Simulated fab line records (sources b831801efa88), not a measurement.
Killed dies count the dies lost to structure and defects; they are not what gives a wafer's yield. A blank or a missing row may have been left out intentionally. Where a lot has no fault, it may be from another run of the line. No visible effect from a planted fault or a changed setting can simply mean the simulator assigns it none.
Matching of chambers / flow sky130 / SKY_VIA2_CMP_02 on cmp-01 has 4 sister chambers
The step polishes SiO2. 4 wafers are shown with their chamber, then 8 later ones without.

== WAFERS WITH THEIR CHAMBER ==
wafer=L576.1; chamber=1; motor_current_A (A)=11.1
wafer=L576.3; chamber=0; motor_current_A (A)=14.6
wafer=L576.4; chamber=2; motor_current_A (A)=11.6
wafer=L577.1; chamber=3; motor_current_A (A)=12.9

== WAFERS WITHOUT THEIR CHAMBER ==
wafer=L577.3; motor_current_A (A)=14.9
wafer=L577.5; motor_current_A (A)=12.3
wafer=L588.1; motor_current_A (A)=14.5
wafer=L588.5; motor_current_A (A)=12.3
wafer=L588.6; motor_current_A (A)=12.9
wafer=L590.2; motor_current_A (A)=12.5
wafer=L590.4; motor_current_A (A)=11.5
wafer=L590.5; motor_current_A (A)=11.2

== EACH ONE'S CHAMBER ==
wafer=L577.3; from the rows above=0; in truth=0
wafer=L577.5; from the rows above=can't be placed: 3 or 2 or 1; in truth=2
wafer=L588.1; from the rows above=0; in truth=0
wafer=L588.5; from the rows above=can't be placed: 3 or 2 or 1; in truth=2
wafer=L588.6; from the rows above=3; in truth=3
wafer=L590.2; from the rows above=can't be placed: 3 or 2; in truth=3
wafer=L590.4; from the rows above=can't be placed: 2 or 1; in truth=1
wafer=L590.5; from the rows above=can't be placed: 1 or 2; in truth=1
Correctly placed: 3 of 8. Not placeable from these rows: 5 (in 5, the candidates include the true chamber). Wrongly placed: 0.
How it was worked out, from the rows above alone: a wafer's distance from a chamber is the root of the sum, over the readings, of the square of ((its reading less the chamber's mean) divided by the reading's scatter). The wafer belongs to the nearest chamber; if the next one is less than 2 further off, it can't be placed. The mean given for a chamber averages the wafers shown for that chamber. The scatter: root of mean squared gap, hidden wafer to nearest shown wafer, with one shown wafer a chamber.
